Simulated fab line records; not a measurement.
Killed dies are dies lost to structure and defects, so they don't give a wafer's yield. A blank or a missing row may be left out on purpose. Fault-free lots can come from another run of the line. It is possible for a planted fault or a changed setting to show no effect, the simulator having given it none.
Code-filled problem report in 8D (eight disciplines) form    flow gf180mcu    the parts of the form that need people (team, actions taken, sign-off) are left out

## 1. PROBLEM STATEMENT
At GF_LVPWELL_IMPLANT_09, beamEnergyKeV averages 56.099 over 6 wafers from 2 lots, while fault-free wafers read 60.002, standard deviation 0.019. So: -99 or more standard deviations from the usual mean.
Earliest sighting: wafer L974.1 on implanter-02 at day 6 10:38. The record has a number at this step for 39 wafers belonging to 13 lots. Rule for "out" (also "out of limits"): further than 4 standard deviations from the usual mean. The other wafers with a number count as sound.

## 2. WHAT THIS IS AND IS NOT
question                     is                      is not
which readings at this step  beamEnergyKeV           -
which lots                   L974, L976              L964, L965, L966, L967, L978, L979, L981, L984, L985, L986, L987
which wafers of those lots   all that have a number  -
read on which tools          implanter-02            implanter-01, implanter-03
when                         from day 6 10:38        up to then (12 sound wafers); but 21 sound wafers of L978, L979, L981, L984, L985, L986, L987 came after

## 3. SUSPECTS, AND WHAT RULES EACH OUT
Counting: a tool stays on the suspect list if, at a process step up to the reading, it processed all lots that are out and no sound lot following the first of them.
- implanter-02 at GF_LVPWELL_IMPLANT_09: kept. All lots that are out passed through it, beginning with L974 at day 6 10:38, and no sound lot followed; its final sound lot before that point was L966 at day 4 08:04. Out on those wafers are its own readings of beamEnergyKeV.
Left after counting: implanter-02 at GF_LVPWELL_IMPLANT_09.

## 4. THE CAUSE (what the simulator had put in)
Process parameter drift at GF_LVPWELL_IMPLANT_09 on implanter-02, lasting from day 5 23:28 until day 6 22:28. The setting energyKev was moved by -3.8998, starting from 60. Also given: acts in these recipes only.
The count eliminated every tool but this one.

## 5. SEQUENCE OF EFFECTS, ordered by route
Each row: a reading where the mean over the struck wafers with a number is more than 3 standard deviations away from the usual. Only readings whose record carries a usual standard deviation are examined. hours: median over the lots of the time between each lot's start at the first step of this table that gives one and its start at this step. sigmas: the change, counted in usual standard deviations.
hours  step                   reading        usual   on struck wafers  change  sigmas
0      GF_LVPWELL_IMPLANT_09  beamEnergyKeV  60.002  56.099            -3.903  -99 or more
Here are the process steps it includes:
- GF_LVPWELL_IMPLANT_09
Later measuring or inspecting steps at which every struck wafer that the step has a row for has a number for every such reading, and none has moved that far: GF_DUAL_GATE_OVL_MEAS_11.

## 6. HOW IT WOULD HAVE BEEN CAUGHT EARLIER
In this record no reading fell out of limits until day 6 10:38, 11 hours after the fault had begun at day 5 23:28.
